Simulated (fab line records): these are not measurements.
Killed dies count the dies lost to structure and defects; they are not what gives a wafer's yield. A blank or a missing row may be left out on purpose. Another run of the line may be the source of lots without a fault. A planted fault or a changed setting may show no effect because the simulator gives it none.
A struck lot beside a sound one | flow sky130 | 40 out of 708 route steps
Sound: the wafers L346.3, L346.4, L346.6. Struck: wafers L342.3, L342.5, L342.6. The cause is named last.
Order at every step that has rows: each side's tool, ch and its chambers, its first start. Under that, the readings that differ: sound wafers | struck wafers | difference of the means | sigmas: that difference in standard deviations of wafers without a fault.
alike: readings whose means differ by less than 2 such deviations, and words and numbers that are the same on both sides. not compared: withheld readings, readings that some wafer has no value for, bounds like >300 that may hide the same value, and numbers for which the record gives no deviation and whose values overlap.
Wherever a step has rows on one side only, a row that says differs or no value, or a row with sigmas, the two part there. When numbers do not overlap yet have no deviation, they are printed without sigmas and do not part them. A reading that every wafer of one side lacks parts them only if that side has two wafers or more.

first, 9 steps without rows for these wafers: SKY_VT_ADJUST_HVTP_COAT_02 (resist thk 1140 nm); SKY_VT_ADJUST_HVTP_SOFTBAKE_03 (time 60 s); SKY_VT_ADJUST_HVTP_EXPOSE_04 (exposes mask HVTPM, target cd 380 nm); SKY_VT_ADJUST_HVTP_PEB_05; SKY_VT_ADJUST_HVTP_DEVELOP_06 (develop time 60 s); SKY_VT_ADJUST_HVTP_IMPLANT_09; SKY_VT_ADJUST_HVTP_STRIP_10 (strips in O2/N2); SKY_VT_ADJUST_LVTN_DEHYDRATE_00 (time 60 s); SKY_VT_ADJUST_LVTN_HMDS_01 (prime time 60 s).
SKY_VT_ADJUST_LVTN_COAT_02: resist thk 3000 nm.
  struck on litho_track-01, day 8 06:07; sound on litho_track-01 ch 0, day 8 18:01
  no value came back on the struck wafers for chill_plate_temp_C (C), dispense_pressure_kPa (kPa); on the sound wafers chill_plate_temp_C (C) reads 22.79 22.99 22.99
then, 4 steps without rows for these wafers: SKY_VT_ADJUST_LVTN_SOFTBAKE_03; SKY_VT_ADJUST_LVTN_EXPOSE_04 (exposes mask NWM COMPLEMENT LESS NATIVE, target cd 840 nm); SKY_VT_ADJUST_LVTN_PEB_05; SKY_VT_ADJUST_LVTN_DEVELOP_06 (develop time 60 s).
SKY_VT_ADJUST_LVTN_OVL_MEAS_07:
  sound on overlay-02, day 8 22:31; struck on overlay-01, day 8 11:21
  reading                 | sound         | struck | difference                    | sigmas
  VT_ADJUST_LVTN_OVL (nm) | -2.3 -1.3 0.3 | - - -  | no value on the struck wafers |
then, 11 steps without rows for these wafers: SKY_VT_ADJUST_LVTN_IMPLANT_08; SKY_VT_ADJUST_LVTN_STRIP_09 (strips in O2/N2); SKY_VT_ADJUST_LVTN_DEHYDRATE_11 (time 60 s); SKY_VT_ADJUST_LVTN_HMDS_12 (prime time 60 s); SKY_VT_ADJUST_LVTN_COAT_13 (resist thk 1140 nm); SKY_VT_ADJUST_LVTN_SOFTBAKE_14 (time 60 s); SKY_VT_ADJUST_LVTN_EXPOSE_15 (exposes mask HVN STD DERIVED, target cd 600 nm); SKY_VT_ADJUST_LVTN_PEB_16; SKY_VT_ADJUST_LVTN_DEVELOP_17 (develop time 60 s); SKY_VT_ADJUST_LVTN_IMPLANT_19; SKY_VT_ADJUST_LVTN_STRIP_20 (strips in O2/N2).
SKY_VT_ADJUST_LVTN_TW_MEAS_21:
  sound on film_metro-03, day 9 21:37; struck on film_metro-02, day 8 20:52
  reading             | sound             | struck            | difference | sigmas
  VT_ADJUST_LVTN_2_TW | 190.7 189.8 190.5 | 264.7 265.0 264.7 | +74.5      | +37
then, 8 steps without rows for these wafers: SKY_VT_ADJUST_NCORE_DEHYDRATE_00 (time 60 s); SKY_VT_ADJUST_NCORE_HMDS_01 (prime time 60 s); SKY_VT_ADJUST_NCORE_COAT_02 (resist thk 1140 nm); SKY_VT_ADJUST_NCORE_SOFTBAKE_03 (time 60 s); SKY_VT_ADJUST_NCORE_EXPOSE_04 (exposes mask LVTN COMPLEMENT THIN, target cd 380 nm); SKY_VT_ADJUST_NCORE_PEB_05; SKY_VT_ADJUST_NCORE_DEVELOP_06 (develop time 60 s); SKY_VT_ADJUST_NCORE_IMPLANT_09.
SKY_VT_ADJUST_NCORE_TW_MEAS_11:
  sound on film_metro-03, day 10 13:08; struck on film_metro-03, day 9 19:04
  reading            | sound             | struck            | difference | sigmas
  VT_ADJUST_NCORE_TW | 218.8 220.5 219.8 | 283.7 284.4 285.4 | +64.8      | +29
SKY_VT_ADJUST_HVTR_TW_MEAS_11:
  sound on film_metro-02, day 11 06:52; struck on film_metro-02, day 10 11:14
  reading           | sound             | struck            | difference | sigmas
  VT_ADJUST_HVTR_TW | 210.8 209.2 210.3 | 273.6 274.5 274.6 | +64.1      | +31
SKY_VT_ADJUST_PCH_TW_MEAS_10:
  sound on film_metro-01, day 12 03:38; struck on film_metro-02, day 11 05:58
  reading          | sound             | struck            | difference | sigmas
  VT_ADJUST_PCH_TW | 140.2 139.9 140.0 | 250.3 249.7 249.6 | +109.8     | +99 or more
SKY_SONOS_TUNNEL_TW_MEAS_12:
  sound on film_metro-03, day 13 05:04; struck on film_metro-02, day 12 02:54
  reading         | sound             | struck            | difference | sigmas
  SONOS_TUNNEL_TW | 199.8 199.0 199.3 | 270.5 270.7 272.0 | +71.7      | +38
-- here the record skips 34 days between the struck wafers' starts before and after, leaving off in module SONOS_TUNNEL and picking up in module PAD_OPEN (first step shown: number 708 of the route) --
SKY_PAD_OPEN_PROBE_99:
  sound on prober-02, day 46 23:58; struck on prober-02, day 46 03:22
  reading             | sound    | struck      | difference | sigmas
  killed_at_contacts  | 28 26 27 | 14 16 13    | -13        | -2
  killed_at_front_end | 16 16 17 | 423 436 427 | +412       | +90
  killed_dies         | 94 84 84 | 492 492 492 | +405       | +44
  killed_on_rim       | 18 19 20 | 96 96 96    | +77        | +19
  alike: killed_at_M0_to_M3, killed_at_M4_up, killed_at_other, killed_open, killed_short

## WHERE THEY PART
At SKY_VT_ADJUST_LVTN_COAT_02 first; at SKY_PAD_OPEN_PROBE_99 last (within this record only).

WHY: what the simulator had put in
Entire step skipped (litho_track-01, SKY_VT_ADJUST_LVTN_COAT_02), from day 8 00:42 onward. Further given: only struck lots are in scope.
